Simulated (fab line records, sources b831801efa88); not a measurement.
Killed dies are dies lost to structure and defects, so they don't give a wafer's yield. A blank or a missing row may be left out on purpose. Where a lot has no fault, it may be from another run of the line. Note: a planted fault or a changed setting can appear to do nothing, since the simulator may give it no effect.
Which tool did it? || flow gf180mcu || Sampling: 7 lots, 21 wafers, 4 of 602 route steps

== WHAT EACH GAUGE READ, for each wafer ==
GF_V1_CD_MEAS_14: target cd 260 nm.
{"lot": "L276", "measured": "day 18 22:26", "on": "cd sem-01", "cd nm (nm)": "261.0 261.5 261.9"}
{"lot": "L280", "measured": "day 20 05:32", "on": "cd sem-02", "cd nm (nm)": "260.7 259.7 261.4"}
{"lot": "L291", "measured": "day 23 15:34", "on": "cd sem-01", "cd nm (nm)": "260.7 259.7 261.0"}
{"lot": "L294", "measured": "day 24 16:07", "on": "cd sem-01", "cd nm (nm)": "260.9 259.6 259.5"}
{"lot": "L296", "measured": "day 25 07:28", "on": "cd sem-01", "cd nm (nm)": "260.7 259.8 260.0"}
{"lot": "L298", "measured": "day 26 03:16", "on": "cd sem-01", "cd nm (nm)": "261.9 260.4 260.5"}

== WHICH TOOL RAN EACH LOT (tool, then ch and the chambers of the sampled wafers, then the start) ==
{"lot": "L276", "GF_VT_IMPLANT_EXPOSE_04": "iline stepper-02 ch 0, day 5 15:14", "GF_CONTACT_CMP_04": "cmp-01 ch 0,2,3, day 15 22:53", "GF_CONTACT_SPUTTER_22": "pvd sputter-03, day 16 21:47"}
{"lot": "L280", "GF_VT_IMPLANT_EXPOSE_04": "iline stepper-02 ch 0, day 6 11:37", "GF_CONTACT_CMP_04": "cmp-01 ch 0,3, day 17 02:50", "GF_CONTACT_SPUTTER_22": "pvd sputter-04, day 18 02:53"}
{"lot": "L287", "GF_VT_IMPLANT_EXPOSE_04": "iline stepper-01, day 8 07:01", "GF_CONTACT_CMP_04": "-", "GF_CONTACT_SPUTTER_22": "-"}
{"lot": "L291", "GF_VT_IMPLANT_EXPOSE_04": "iline stepper-02 ch 0, day 9 09:14", "GF_CONTACT_CMP_04": "cmp-01 ch 2,3, day 20 15:56", "GF_CONTACT_SPUTTER_22": "pvd sputter-03, day 21 16:29"}
{"lot": "L294", "GF_VT_IMPLANT_EXPOSE_04": "iline stepper-02 ch 0, day 10 03:07", "GF_CONTACT_CMP_04": "cmp-02 ch 0,1, day 21 17:20", "GF_CONTACT_SPUTTER_22": "pvd sputter-03, day 22 17:11"}
{"lot": "L296", "GF_VT_IMPLANT_EXPOSE_04": "iline stepper-02 ch 0, day 10 14:29", "GF_CONTACT_CMP_04": "cmp-02 ch 1,2,3, day 22 09:00", "GF_CONTACT_SPUTTER_22": "pvd sputter-03, day 23 08:59"}
{"lot": "L298", "GF_VT_IMPLANT_EXPOSE_04": "iline stepper-02 ch 0, day 11 03:09", "GF_CONTACT_CMP_04": "cmp-02 ch 1,2,3, day 23 06:34", "GF_CONTACT_SPUTTER_22": "pvd sputter-04, day 24 05:41"}
- GF_VT_IMPLANT_EXPOSE_04: exposes mask LVPWELL LV AREA, target cd 600 nm.
- GF_CONTACT_CMP_04: polishes SiO2.
- GF_CONTACT_SPUTTER_22: material Ti, target thk 15 nm, time 80.02 s.

== THE ANSWER, worked out from the rows above alone ==
Rule: what is usual is taken from the lots themselves. The widest of any qualifying gaps counts: lots, ordered by their means at a reading, are off when they make up no more than a third of the lots, leave a main group of 4 or more, and stand apart from it by 3 or more times the standard deviation of that group's means. Not used: any main group whose means are identical at the precision the tables above print for the reading. Also off: a lot with no number at a reading for which 4 or more lots have one. All remaining lots with rows at the step are treated as sound.
Nothing can be told from this: no lot is off at any reading shown.

== WHAT THE SIMULATOR PUT IN ==
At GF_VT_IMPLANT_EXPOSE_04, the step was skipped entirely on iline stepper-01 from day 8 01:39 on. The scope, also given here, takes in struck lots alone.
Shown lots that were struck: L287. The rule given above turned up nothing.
